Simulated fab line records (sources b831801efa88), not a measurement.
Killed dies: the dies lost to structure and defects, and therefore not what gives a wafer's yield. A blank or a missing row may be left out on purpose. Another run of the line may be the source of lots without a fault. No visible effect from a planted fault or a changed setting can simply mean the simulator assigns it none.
A struck lot beside a sound one    flow sky130    24 out of 708 route steps
Sound: wafers L452.1, L452.4, L452.6. Wafers L459.1, L459.2, L459.4 were the ones struck. The cause is named last.
Per side, at each step with rows, come the tool, then ch with its chambers, and then its first start. Under that, the readings that differ: sound wafers    struck wafers    difference of the means    sigmas: that difference in standard deviations of wafers without a fault.
alike: readings with means less than 2 such deviations apart, plus words and numbers identical on both sides. not compared: withheld readings, readings lacking a value on some wafer, bounds such as >300 that could conceal the same value, and numbers that have no deviation in the record and whose values overlap.
Wherever a step has rows on one side only, a row that says differs or no value, or a row with sigmas, the two part there. Numbers that don't overlap but have no deviation are shown without sigmas and don't part them. Lack of a reading on every wafer of one side parts them only where that side has two or more wafers.

first, 8 steps without rows for these wafers: SKY_RES_XHIGH_DEHYDRATE_00 (time 60 s); SKY_RES_XHIGH_HMDS_01 (prime time 60 s); SKY_RES_XHIGH_COAT_02 (resist thk 1140 nm); SKY_RES_XHIGH_SOFTBAKE_03 (time 60 s); SKY_RES_XHIGH_EXPOSE_04 (exposes mask URPM, target cd 1270 nm); SKY_RES_XHIGH_PEB_05; SKY_RES_XHIGH_DEVELOP_06 (develop time 60 s); SKY_RES_XHIGH_IMPLANT_07.
SKY_RES_XHIGH_STRIP_08: strips in O2/N2.
  sound on plasmaAsher-02 ch 0,1, day 28 09:44; struck on plasmaAsher-01 ch 0,1, day 30 21:31
  alike: drypumpMotorCurrentA, oesProductAu, stripTimeToEndpointS
  not compared: rfHoursCounterH
SKY_RES_XHIGH_TW_MEAS_09:
  sound: filmMetro-01 at day 28 09:50; struck: filmMetro-01 at day 30 21:37
  alike: RES_XHIGH_TW
then, 2 steps without rows for these wafers: SKY_SD_N_DEHYDRATE_00 (time 60 s); SKY_SD_N_HMDS_01 (prime time 60 s).
SKY_SD_N_COAT_02: resist thk 1140 nm.
  sound on lithoTrack-02 ch 0, day 29 00:24; struck on lithoTrack-03 ch 0, day 31 11:43
reading                                   sound           struck          difference  sigmas
model.NOVOLAK_of_SD_N_COAT_02.thkNm (nm)  1139 1141 1145  1271 1269 1269  +128        
then, 3 steps without rows for these wafers: SKY_SD_N_SOFTBAKE_03 (time 60 s); SKY_SD_N_EXPOSE_04 (exposes mask NSDM, target cd 380 nm); SKY_SD_N_PEB_05.
SKY_SD_N_DEVELOP_06: develop time 60 s.
  sound on lithoTrack-02 ch 0, day 29 14:21; struck on lithoTrack-03 ch 0, day 32 01:25
reading                                   sound           struck          difference  sigmas
model.NOVOLAK_of_SD_N_COAT_02.thkNm (nm)  1139 1141 1145  1271 1269 1269  +128        
SKY_SD_N_CD_MEAS_07: target cd 380 nm.
  sound: cdSem-01 at day 29 14:30; struck: cdSem-01 at day 32 01:52
reading    sound              struck             difference  sigmas
cdNm (nm)  379.8 380.3 379.5  372.5 374.6 370.9  -7.2        -3
  not compared: hold
SKY_SD_N_OVL_MEAS_08:
  sound: overlay-02 at day 29 14:37; struck: overlay-02 at day 32 03:13
reading  sound  struck                                                                   difference                    sigmas
hold     - - -  awaitDispo/1.2h/release awaitDispo/1.2h/release awaitDispo/1.2h/release  no value on the sound wafers  
  alike: SD_N_OVL
then, 2 steps without rows for these wafers: SKY_SD_N_IMPLANT_09; SKY_SD_N_IMPLANT_10.
SKY_SD_N_STRIP_11: strips in O2/N2.
  sound on plasmaAsher-02 ch 0,1, day 29 14:58; struck on plasmaAsher-02 ch 0,1, day 32 03:40
reading                   sound              struck             difference  sigmas
oesProductAu (a.u.)       0.520 0.524 0.532  0.546 0.546 0.547  +0.021      +5
stripTimeToEndpointS (s)  22.54 22.56 22.61  24.01 23.99 23.97  +1.42       +31
  alike: drypumpMotorCurrentA
  not compared: rfHoursCounterH
SKY_SD_N_TW_MEAS_12:
  sound: filmMetro-01 at day 29 15:04; struck: filmMetro-01 at day 32 03:46
  alike: SD_N_TW
-- record jumps: 17 days separate the struck wafers' starts on either side; left off in module SD_N, taken up again in module PAD_OPEN, whose first shown step is the route's number 708 --
SKY_PAD_OPEN_PROBE_99:
  sound: prober-01 at day 47 06:26; struck: prober-01 at day 48 21:29
  alike: killed_at_M0_to_M3, killed_at_M4_up, killedAtContacts, killedAtFrontEnd, killedAtOther, killedDies, killedOpen, killedShort

WHERE THEY PART
Earliest at SKY_SD_N_CD_MEAS_07; latest, in this record, at SKY_SD_N_STRIP_11. Later steps at which nothing parts them and some readings are alike: SKY_SD_N_TW_MEAS_12, SKY_PAD_OPEN_PROBE_99.

WHY: the cause the simulator had injected
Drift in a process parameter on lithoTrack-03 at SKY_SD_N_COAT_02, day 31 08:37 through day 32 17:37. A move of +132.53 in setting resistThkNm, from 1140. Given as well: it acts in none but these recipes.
